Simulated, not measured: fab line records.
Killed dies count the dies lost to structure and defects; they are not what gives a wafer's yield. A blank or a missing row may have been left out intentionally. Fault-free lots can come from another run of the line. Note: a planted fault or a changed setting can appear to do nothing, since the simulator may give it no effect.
fab line records	flow sky130
record: lots: 24	wafers: 72	last_day: 50
route steps=708 shown CONTACT@432 VIA1@474 METAL3@535 CAPM@537 METAL4@602
lots with no fault: from the same line, run without faults
start_h: hours from the record's first day to the start of the lot's first wafer shown	wait_h: time in hours since the lot's previous step	" same as the row above	L1.1+2: one row covering several wafers at once	- value missing, or start not given	* or withheld: withheld	< > ~ a bound
route shown NAME@n: names a module that has steps shown in the file, with the first one's number in the route	usual: the fault-free wafers' mean and standard deviation	same: alike in all rows	chamber/n: place in a boat	sites: readings site by site	_std_site: their standard deviation	_edge_site: inner sites' mean taken away from outer sites' mean	radius_mm: for every site, how far away it sits from the centre of the wafer	mask NAME#n: copy n	behind: the last tool/chamber to shape the wafer	hold: why the lot was held/for how many hours/how that ended	device: which transistor (n, p or np) failed to switch	end of line: the same wafers' tests at the end of the route	where a step has no rows: the recipe by itself	killed: count of dies lost to structure and defects at first sort (not the wafer's yield)	map: a wafer's dies, x killed, . not, _ none there
set.NAME: the setting as run; set.NAME@STEP: as run at that earlier step	model.NAME: the simulator's own value behind a step, which no gauge read
the route's steps for a sample of lots (tables are steps, rows are wafers)
services: the hour from which a tool's chamber was out of use, counted from the record's first day as start_h (under 0 if before that day), plus the number of hours and why
== steps ==
step: SKY_CONTACT_THK_MEAS_26
recipe: thk_meas_gauge: xrf	reads: W_of_CONTACT_CVD_24
usual: CONTACT_W_THK: 345/6.2
lot.wafer	tool	chamber	start_h	wait_h	CONTACT_W_THK[nm]
L074.3	film_metro-02	-	743.20	0.1	335
L074.4	"	-	"	"	337
L074.6	"	-	"	"	339
L075.1	film_metro-01	-	743.28	0.1	336
L075.3	"	-	"	"	334
L075.5	"	-	"	"	342
L076.4	film_metro-03	-	753.59	0.1	348
L076.5	"	-	"	"	345
L076.6	"	-	"	"	347
L077.1	film_metro-03	-	757.76	0.1	344
L077.2	"	-	"	"	349
L077.4	"	-	"	"	345
L078.1	film_metro-02	-	777.32	0.1	343
L078.3	"	-	"	"	339
L078.6	"	-	"	"	340
L079.1	film_metro-03	-	789.08	0.1	350
L079.2	"	-	"	"	351
L079.5	"	-	"	"	348
L081.1	film_metro-01	-	789.91	0.1	333
L081.2	"	-	"	"	332
L081.3	"	-	"	"	340
L080.1	film_metro-02	-	790.03	0.1	339
L080.3	"	-	"	"	341
L080.4	"	-	"	"	337
L082.1	film_metro-03	-	798.11	0.1	352
L082.2	"	-	"	"	342
L082.4	"	-	"	"	343
L083.1	film_metro-03	-	834.67	0.1	352
L083.2	"	-	"	"	352
L083.6	"	-	"	"	354
L084.2	film_metro-01	-	834.82	0.1	345
L084.5	"	-	"	"	341
L084.6	"	-	"	"	345
L086.2	film_metro-02	-	840.32	0.1	351
L086.3	"	-	"	"	348
L086.6	"	-	"	"	347
L085.1	film_metro-01	-	840.91	0.1	342
L085.2	"	-	"	"	345
L085.4	"	-	"	"	342
L089.1	film_metro-03	-	859.50	0.1	355
L089.2	"	-	"	"	345
L089.4	"	-	"	"	354
L088.1	film_metro-02	-	861.54	0.1	344
L088.2	"	-	"	"	336
L088.4	"	-	"	"	343
L087.1	film_metro-03	-	862.68	0.1	351
L087.3	"	-	"	"	346
L087.6	"	-	"	"	351
L090.3	film_metro-02	-	863.77	0.1	339
L090.5	"	-	"	"	341
L090.6	"	-	"	"	346
L092.1	film_metro-03	-	883.67	0.1	347
L092.2	"	-	"	"	343
L092.5	"	-	"	"	348
L091.1	film_metro-01	-	885.57	0.1	337
L091.4	"	-	"	"	348
L091.6	"	-	"	"	345
L093.3	film_metro-03	-	888.64	0.1	350
L093.5	"	-	"	"	348
L093.6	"	-	"	"	345
L094.1	film_metro-03	-	890.90	0.1	356
L094.2	"	-	"	"	347
L094.5	"	-	"	"	345
L095.1	film_metro-01	-	906.19	0.1	353
L095.3	"	-	"	"	341
L095.4	"	-	"	"	353
L097.2	film_metro-01	-	912.02	0.1	333
L097.3	"	-	"	"	336
L097.5	"	-	"	"	333
L096.2	film_metro-03	-	913.90	0.1	355
L096.4	"	-	"	"	343
L096.5	"	-	"	"	345
step: SKY_VIA1_STRIP_16
recipe: chemistry: O2/N2	power_w: 1400	pressure_mtorr: 1500	platen_temp_c: withheld	o2_flow_sccm: 3000	n2_flow_sccm: 300	overash_fraction: 0.5
usual: drypump_motor_current_A: 5.6/0.59	oes_product_au: 0.416/0.0047	strip_time_to_endpoint_s: 4.467/0.027
lot.wafer	tool	chamber	start_h	wait_h	drypump_motor_current_A	oes_product_au	rf_hours_counter_h	strip_time_to_endpoint_s
L074.3	plasma_asher-03	1	799.70	0.1	5.4	0.417	-	4.480
L074.4	"	0	"	"	5.5	0.416	-	4.481
L074.6	"	0	"	"	5.5	0.409	-	4.483
L075.1	plasma_asher-04	0	800.13	0.0	6.6	0.417	67	4.488
L075.3	"	0	"	"	6.6	0.424	-	4.458
L075.5	"	1	"	"	5.8	0.415	-	4.458
L076.4	plasma_asher-04	1	833.17	0.0	5.8	0.425	-	4.476
L076.5	"	0	"	"	6.7	0.420	-	4.431
L076.6	"	1	"	"	5.8	0.413	-	4.431
L077.1	plasma_asher-03	1	834.10	0.0	5.3	0.418	9	4.492
L077.2	"	0	"	"	5.6	0.418	9	4.447
L077.4	"	0	"	"	5.5	0.413	-	4.468
L078.1	plasma_asher-04	0	839.86	0.0	6.6	0.413	71	4.431
L078.3	"	1	"	"	5.8	0.412	-	4.436
L078.6	"	1	"	"	5.8	0.410	-	4.422
L079.1	plasma_asher-01	1	854.37	0.0	4.8	0.419	103	4.477
L079.2	"	0	"	"	5.2	0.424	103	4.478
L079.5	"	1	"	"	4.8	0.424	-	4.514
L080.1	plasma_asher-04	0	855.20	0.0	6.6	0.412	72	4.466
L080.3	"	1	"	"	5.8	0.413	-	4.479
L080.4	"	0	"	"	6.6	0.416	-	4.483
L081.1	plasma_asher-03	0	855.55	0.0	5.5	0.410	12	4.484
L081.2	"	1	"	"	5.3	0.417	12	4.531
L081.3	"	1	"	"	5.3	0.418	-	4.491
L082.1	plasma_asher-03	1	861.40	0.0	5.3	0.418	12	4.459
L082.2	"	0	"	"	5.5	0.414	12	4.425
L082.4	"	1	"	"	5.4	0.415	-	4.458
L083.1	plasma_asher-04	1	876.73	0.0	5.8	0.419	75	4.461
L083.2	"	0	"	"	6.6	0.421	75	4.486
L083.6	"	0	"	"	6.6	0.417	-	4.504
L084.2	plasma_asher-01	1	877.47	0.0	4.8	0.413	105	4.476
L084.5	"	1	"	"	4.8	0.419	-	4.508
L084.6	"	0	"	"	5.3	0.415	-	4.502
L086.2	plasma_asher-01	0	890.28	0.0	5.2	0.414	106	4.436
L086.3	"	0	"	"	5.2	0.423	-	4.467
L086.6	"	1	"	"	4.8	0.413	-	4.471
L085.1	plasma_asher-01	0	891.83	0.0	5.2	0.417	107	4.433
L085.2	"	1	"	"	4.9	0.412	107	4.427
L085.4	"	0	"	"	5.2	0.406	-	4.437
L089.1	plasma_asher-04	0	911.43	0.0	6.7	0.421	78	4.479
L089.2	"	1	"	"	5.8	0.426	78	4.477
L089.4	"	0	"	"	6.7	0.412	-	4.441
L088.1	plasma_asher-01	1	913.30	0.0	4.8	0.416	109	4.453
L088.2	"	0	"	"	5.2	0.420	109	4.486
L088.4	"	0	"	"	5.2	0.418	-	4.457
L087.1	plasma_asher-01	1	914.90	0.0	4.8	0.419	109	4.519
L087.3	"	1	"	"	4.9	0.420	-	4.480
L087.6	"	1	"	"	4.9	0.415	-	4.523
L090.3	plasma_asher-04	1	915.26	0.1	5.8	0.418	-	4.443
L090.5	"	0	"	"	6.6	0.416	-	4.458
L090.6	"	1	"	"	5.8	0.412	-	4.478
L092.1	plasma_asher-04	0	936.53	0.0	6.6	0.411	81	4.474
L092.2	"	1	"	"	5.8	0.414	81	4.432
L092.5	"	0	"	"	6.6	0.419	-	4.432
L091.1	plasma_asher-03	0	937.77	0.0	5.5	0.414	18	4.479
L091.4	"	1	"	"	5.3	0.406	-	4.450
L091.6	"	0	"	"	5.5	0.425	-	4.478
L093.3	plasma_asher-01	0	941.82	0.1	5.2	0.419	-	4.480
L093.5	"	0	"	"	5.2	0.424	-	4.483
L093.6	"	1	"	"	4.8	0.409	-	4.508
L094.1	plasma_asher-04	1	942.52	0.0	5.8	0.428	82	4.435
L094.2	"	0	"	"	6.6	0.421	82	4.456
L094.5	"	1	"	"	5.8	0.420	-	4.460
L095.1	plasma_asher-03	0	956.67	0.0	5.5	0.413	20	4.424
L095.3	"	0	"	"	5.5	0.413	-	4.423
L095.4	"	1	"	"	5.4	0.413	-	4.424
L097.2	plasma_asher-03	1	962.67	0.0	5.4	0.417	20	4.481
L097.3	"	0	"	"	5.5	0.420	-	4.499
L097.5	"	1	"	"	5.3	0.421	-	4.510
L096.2	plasma_asher-04	0	965.55	0.0	6.6	0.411	84	4.465
L096.4	"	1	"	"	5.8	0.418	-	4.454
L096.5	"	1	"	"	5.8	0.417	-	4.479
step: SKY_METAL3_SPUTTER_03
recipe: material: Ti	target_thk_nm: 5	power_w: 3000	time_s: 3.3	chamber_pressure_pa: 0.4
usual: throttle_valve_pct: 30.2/0.85
same: time_s: 3.3
lot.wafer	tool	chamber	start_h	wait_h	throttle_valve_pct
L074.3	pvd_sputter-04	-	863.51	0.0	28.7
L074.4	"	-	"	"	30.2
L074.6	"	-	"	"	28.8
L075.1	pvd_sputter-01	-	863.68	0.0	29.3
L075.3	"	-	"	"	30.6
L075.5	"	-	"	"	29.4
L076.4	pvd_sputter-04	-	876.09	0.0	30.1
L076.5	"	-	"	"	30.0
L076.6	"	-	"	"	31.5
L077.1	pvd_sputter-04	-	879.05	0.0	31.4
L077.2	"	-	"	"	30.1
L077.4	"	-	"	"	30.1
L078.1	pvd_sputter-04	-	892.72	0.0	31.5
L078.3	"	-	"	"	29.8
L078.6	"	-	"	"	30.0
L079.1	pvd_sputter-03	-	909.47	0.0	30.2
L079.2	"	-	"	"	30.4
L079.5	"	-	"	"	30.5
L080.1	pvd_sputter-04	-	909.64	0.0	30.1
L080.3	"	-	"	"	28.9
L080.4	"	-	"	"	31.4
L081.1	pvd_sputter-04	-	909.96	0.0	31.6
L081.2	"	-	"	"	28.6
L081.3	"	-	"	"	30.5
L082.1	pvd_sputter-01	-	916.44	0.0	30.5
L082.2	"	-	"	"	31.3
L082.4	"	-	"	"	29.6
L083.1	pvd_sputter-01	-	930.23	0.0	31.4
L083.2	"	-	"	"	29.3
L083.6	"	-	"	"	31.4
L084.2	pvd_sputter-01	-	931.86	0.0	29.2
L084.5	"	-	"	"	30.6
L084.6	"	-	"	"	30.5
L086.2	pvd_sputter-04	-	945.95	0.0	29.7
L086.3	"	-	"	"	28.5
L086.6	"	-	"	"	28.9
L085.1	pvd_sputter-04	-	947.45	0.0	31.3
L085.2	"	-	"	"	28.5
L085.4	"	-	"	"	30.0
L089.1	pvd_sputter-04	-	965.12	0.0	28.6
L089.2	"	-	"	"	29.8
L089.4	"	-	"	"	28.6
L088.1	pvd_sputter-01	-	968.31	0.0	31.5
L088.2	"	-	"	"	29.1
L088.4	"	-	"	"	30.2
L087.1	pvd_sputter-04	-	971.19	0.0	29.8
L087.3	"	-	"	"	30.4
L087.6	"	-	"	"	30.1
L090.3	pvd_sputter-03	-	971.78	0.0	30.4
L090.5	"	-	"	"	30.5
L090.6	"	-	"	"	30.6
L092.1	pvd_sputter-04	-	989.73	0.0	30.0
L092.2	"	-	"	"	31.3
L092.5	"	-	"	"	29.9
L091.1	pvd_sputter-04	-	991.48	0.0	31.5
L091.4	"	-	"	"	29.9
L091.6	"	-	"	"	30.4
L093.3	pvd_sputter-04	-	996.85	0.0	28.8
L093.5	"	-	"	"	29.7
L093.6	"	-	"	"	31.5
L094.1	pvd_sputter-01	-	997.15	0.0	30.5
L094.2	"	-	"	"	31.2
L094.5	"	-	"	"	30.4
L095.1	pvd_sputter-03	-	1008.40	0.0	30.1
L095.3	"	-	"	"	30.1
L095.4	"	-	"	"	30.5
L097.2	pvd_sputter-04	-	1014.85	0.0	28.4
L097.3	"	-	"	"	31.3
L097.5	"	-	"	"	30.0
L096.2	pvd_sputter-01	-	1019.98	0.0	29.1
L096.4	"	-	"	"	31.2
L096.5	"	-	"	"	29.3
step: SKY_CAPM_CVD_00
recipe: material: SiO2	target_thk_nm: 15.5	temp_c: 400	time_s: withheld	rf_w: 450
usual: heater_power_w: 704/82
lot.wafer	tool	chamber	start_h	wait_h	heater_power_w
L074.3	pecvd-02	0	863.57	0.0	674
L074.4	"	1	"	"	722
L074.6	"	0	"	"	675
L075.1	pecvd-04	2	863.74	0.0	635
L075.3	"	0	"	"	620
L075.5	"	0	"	"	633
L076.4	pecvd-02	0	876.16	0.0	609
L076.5	"	1	"	"	795
L076.6	"	2	"	"	703
L077.1	pecvd-01	1	879.11	0.0	607
L077.2	"	0	"	"	704
L077.4	"	0	"	"	657
L078.1	pecvd-02	2	892.79	0.0	736
L078.3	"	0	"	"	624
L078.6	"	2	"	"	728
L079.1	pecvd-01	1	909.54	0.0	606
L079.2	"	0	"	"	742
L079.5	"	0	"	"	737
L080.1	pecvd-04	2	909.71	0.0	633
L080.3	"	1	"	"	888
L080.4	"	1	"	"	870
L081.1	pecvd-02	0	910.03	0.0	666
L081.2	"	2	"	"	698
L081.3	"	1	"	"	772
L082.1	pecvd-02	1	916.51	0.0	730
L082.2	"	2	"	"	662
L082.4	"	1	"	"	761
L083.1	pecvd-01	2	930.30	0.0	809
L083.2	"	1	"	"	622
L083.6	"	2	"	"	810
L084.2	pecvd-04	1	931.92	0.0	807
L084.5	"	0	"	"	665
L084.6	"	2	"	"	736
L086.2	pecvd-02	1	946.01	0.0	748
L086.3	"	2	"	"	683
L086.6	"	2	"	"	675
L085.1	pecvd-01	2	947.51	0.0	755
L085.2	"	0	"	"	650
L085.4	"	0	"	"	652
L089.1	pecvd-01	2	965.19	0.0	835
L089.2	"	1	"	"	627
L089.4	"	0	"	"	734
L088.1	pecvd-04	1	968.37	0.0	735
L088.2	"	0	"	"	667
L088.4	"	0	"	"	670
L087.1	pecvd-01	0	971.27	0.0	714
L087.3	"	1	"	"	649
L087.6	"	0	"	"	715
L090.3	pecvd-04	1	971.85	0.0	757
L090.5	"	2	"	"	720
L090.6	"	1	"	"	739
L092.1	pecvd-02	0	989.80	0.0	575
L092.2	"	1	"	"	729
L092.5	"	1	"	"	744
L091.1	pecvd-04	0	991.55	0.0	618
L091.4	"	0	"	"	614
L091.6	"	1	"	"	811
L093.3	pecvd-04	2	996.91	0.0	633
L093.5	"	1	"	"	837
L093.6	"	0	"	"	646
L094.1	pecvd-01	2	997.21	0.0	818
L094.2	"	1	"	"	631
L094.5	"	1	"	"	608
L095.1	pecvd-02	2	1008.47	0.0	638
L095.3	"	2	"	"	646
L095.4	"	0	"	"	653
L097.2	pecvd-04	1	1014.92	0.0	799
L097.3	"	2	"	"	745
L097.5	"	2	"	"	753
L096.2	pecvd-01	1	1020.05	0.0	651
L096.4	"	0	"	"	773
L096.5	"	1	"	"	641
step: SKY_METAL3_CD_MEAS_13
recipe: target_cd_nm: 300
usual: cd_nm: 300.6/1.5
lot.wafer	tool	chamber	start_h	wait_h	cd_nm
L075.1	cd_sem-02	-	913.64	-	302.0
L075.3	"	-	"	"	300.6
L075.5	"	-	"	"	301.0
L074.3	cd_sem-02	-	914.03	-	300.1
L074.4	"	-	"	"	300.7
L074.6	"	-	"	"	299.6
L076.4	cd_sem-02	-	925.20	-	300.8
L076.5	"	-	"	"	301.5
L076.6	"	-	"	"	302.2
L077.1	cd_sem-01	-	926.66	-	300.2
L077.2	"	-	"	"	299.6
L077.4	"	-	"	"	298.5
L078.1	cd_sem-02	-	943.71	-	300.7
L078.3	"	-	"	"	302.0
L078.6	"	-	"	"	303.2
L079.1	cd_sem-01	-	958.99	-	297.9
L079.2	"	-	"	"	300.0
L079.5	"	-	"	"	298.2
L080.1	cd_sem-01	-	959.93	-	300.4
L080.3	"	-	"	"	300.9
L080.4	"	-	"	"	301.4
L081.1	cd_sem-02	-	960.21	-	297.1
L081.2	"	-	"	"	297.1
L081.3	"	-	"	"	297.5
L082.1	cd_sem-01	-	965.53	-	299.8
L082.2	"	-	"	"	299.5
L082.4	"	-	"	"	299.8
L083.1	cd_sem-01	-	977.61	-	300.2
L083.2	"	-	"	"	299.1
L083.6	"	-	"	"	298.7
L084.2	cd_sem-01	-	980.48	-	299.9
L084.5	"	-	"	"	298.7
L084.6	"	-	"	"	300.5
L086.2	cd_sem-02	-	995.11	-	301.5
L086.3	"	-	"	"	300.9
L086.6	"	-	"	"	301.6
L085.1	cd_sem-02	-	996.68	-	300.7
L085.2	"	-	"	"	300.8
L085.4	"	-	"	"	300.5
L089.1	cd_sem-02	-	1012.89	-	297.0
L089.2	"	-	"	"	298.7
L089.4	"	-	"	"	298.9
L088.1	cd_sem-02	-	1016.71	-	302.0
L088.2	"	-	"	"	301.9
L088.4	"	-	"	"	302.1
L087.1	cd_sem-02	-	1019.38	-	301.0
L087.3	"	-	"	"	301.5
L087.6	"	-	"	"	302.6
L090.3	cd_sem-01	-	1020.37	-	301.9
L090.5	"	-	"	"	301.3
L090.6	"	-	"	"	303.5
L092.1	cd_sem-01	-	1036.56	-	302.7
L092.2	"	-	"	"	303.0
L092.5	"	-	"	"	303.4
L091.1	cd_sem-02	-	1037.79	-	300.6
L091.4	"	-	"	"	299.8
L091.6	"	-	"	"	300.4
L093.3	cd_sem-02	-	1043.45	-	299.0
L093.5	"	-	"	"	299.5
L093.6	"	-	"	"	299.3
L094.1	cd_sem-01	-	1043.46	-	302.9
L094.2	"	-	"	"	301.1
L094.5	"	-	"	"	301.9
L095.1	cd_sem-02	-	1053.28	-	302.2
L095.3	"	-	"	"	302.7
L095.4	"	-	"	"	302.5
L097.2	cd_sem-01	-	1059.61	-	301.0
L097.3	"	-	"	"	301.2
L097.5	"	-	"	"	301.0
L096.2	cd_sem-01	-	1065.08	-	299.1
L096.4	"	-	"	"	299.2
L096.5	"	-	"	"	299.2
step: SKY_METAL4_SPUTTER_04
recipe: material: TiN	target_thk_nm: 70	power_w: 6500	time_s: 57.26	chamber_pressure_pa: 0.4
usual: throttle_valve_pct: 30.2/1.1
same: time_s: 57.26
lot.wafer	tool	chamber	start_h	wait_h	throttle_valve_pct
L074.3	pvd_sputter-03	-	942.97	0.0	30.4
L074.4	"	-	"	"	30.4
L074.6	"	-	"	"	30.5
L075.1	pvd_sputter-03	-	943.27	0.0	30.8
L075.3	"	-	"	"	30.1
L075.5	"	-	"	"	30.0
L076.4	pvd_sputter-04	-	953.55	0.0	30.1
L076.5	"	-	"	"	28.6
L076.6	"	-	"	"	31.8
L077.1	pvd_sputter-04	-	955.03	0.0	28.6
L077.2	"	-	"	"	30.0
L077.4	"	-	"	"	28.6
L078.1	pvd_sputter-04	-	972.28	0.0	30.1
L078.3	"	-	"	"	31.2
L078.6	"	-	"	"	30.0
L079.1	pvd_sputter-02	-	984.87	0.0	30.7
L079.2	"	-	"	"	29.3
L079.5	"	-	"	"	32.0
L080.1	pvd_sputter-04	-	988.85	0.0	28.6
L080.3	"	-	"	"	31.4
L080.4	"	-	"	"	30.3
L081.1	pvd_sputter-02	-	989.45	0.0	29.3
L081.2	"	-	"	"	31.8
L081.3	"	-	"	"	30.8
L082.1	pvd_sputter-02	-	994.61	0.0	31.8
L082.2	"	-	"	"	30.6
L082.4	"	-	"	"	29.4
L083.1	pvd_sputter-04	-	1004.63	0.0	30.2
L083.2	"	-	"	"	31.6
L083.6	"	-	"	"	29.8
L084.2	pvd_sputter-02	-	1008.06	0.0	29.4
L084.5	"	-	"	"	28.5
L084.6	"	-	"	"	31.8
L086.2	pvd_sputter-04	-	1021.61	0.0	30.3
L086.3	"	-	"	"	31.0
L086.6	"	-	"	"	30.2
L085.1	pvd_sputter-02	-	1023.39	0.0	30.5
L085.2	"	-	"	"	28.5
L085.4	"	-	"	"	29.4
L089.1	pvd_sputter-04	-	1038.26	0.0	30.1
L089.2	"	-	"	"	28.7
L089.4	"	-	"	"	31.5
L088.1	pvd_sputter-02	-	1042.39	0.0	29.4
L088.2	"	-	"	"	32.2
L088.4	"	-	"	"	28.8
L087.1	pvd_sputter-04	-	1045.28	0.0	29.9
L087.3	"	-	"	"	28.7
L087.6	"	-	"	"	28.6
L090.3	pvd_sputter-03	-	1046.93	0.0	30.2
L090.5	"	-	"	"	30.6
L090.6	"	-	"	"	30.1
L092.1	pvd_sputter-03	-	1062.20	0.0	30.6
L092.2	"	-	"	"	30.3
L092.5	"	-	"	"	30.2
L091.1	pvd_sputter-04	-	1063.35	0.0	28.7
L091.4	"	-	"	"	29.7
L091.6	"	-	"	"	31.2
L093.3	pvd_sputter-02	-	1069.78	0.0	28.6
L093.5	"	-	"	"	31.7
L093.6	"	-	"	"	29.2
L094.1	pvd_sputter-04	-	1070.08	0.0	28.8
L094.2	"	-	"	"	30.4
L094.5	"	-	"	"	30.2
L095.1	pvd_sputter-03	-	1077.55	0.0	30.3
L095.3	"	-	"	"	30.3
L095.4	"	-	"	"	30.2
L097.2	pvd_sputter-03	-	1084.05	0.0	30.1
L097.3	"	-	"	"	30.6
L097.5	"	-	"	"	30.4
L096.2	pvd_sputter-02	-	1089.36	0.0	30.6
L096.4	"	-	"	"	29.4
L096.5	"	-	"	"	28.6
== services ==
tool	chamber	start_h	hours	kind
pecvd-01	0	794.83	4.2	repair
plasma_asher-04	-	812.93	2.6	repair
plasma_asher-01	-	814.01	2.3	repair
pvd_sputter-04	-	826.58	7.5	repair
pecvd-01	-	831.30	0.4	repair
pecvd-02	-	839.52	2.8	pm
pvd_sputter-02	-	845.09	110.0	repair
pecvd-01	-	855.91	1.7	repair
pecvd-02	-	868.32	3.1	repair
pecvd-01	2	879.60	2.8	repair
pecvd-01	-	890.23	1.3	repair
pecvd-02	0	893.03	5.6	repair
pecvd-04	-	896.40	2.8	pm
plasma_asher-04	-	898.49	6.0	repair
pvd_sputter-03	-	904.17	1.0	repair
pecvd-04	2	935.97	14.0	repair
plasma_asher-04	-	993.41	2.8	pm
pvd_sputter-03	-	995.29	4.5	repair
pecvd-04	0	997.94	5.9	repair
pecvd-04	1	1017.39	4.5	repair
pvd_sputter-03	-	1034.45	5.0	repair
pecvd-02	0	1046.27	2.2	repair
pecvd-04	-	1060.65	2.9	repair
pecvd-01	1	1072.78	3.1	repair
== key ==
fault none
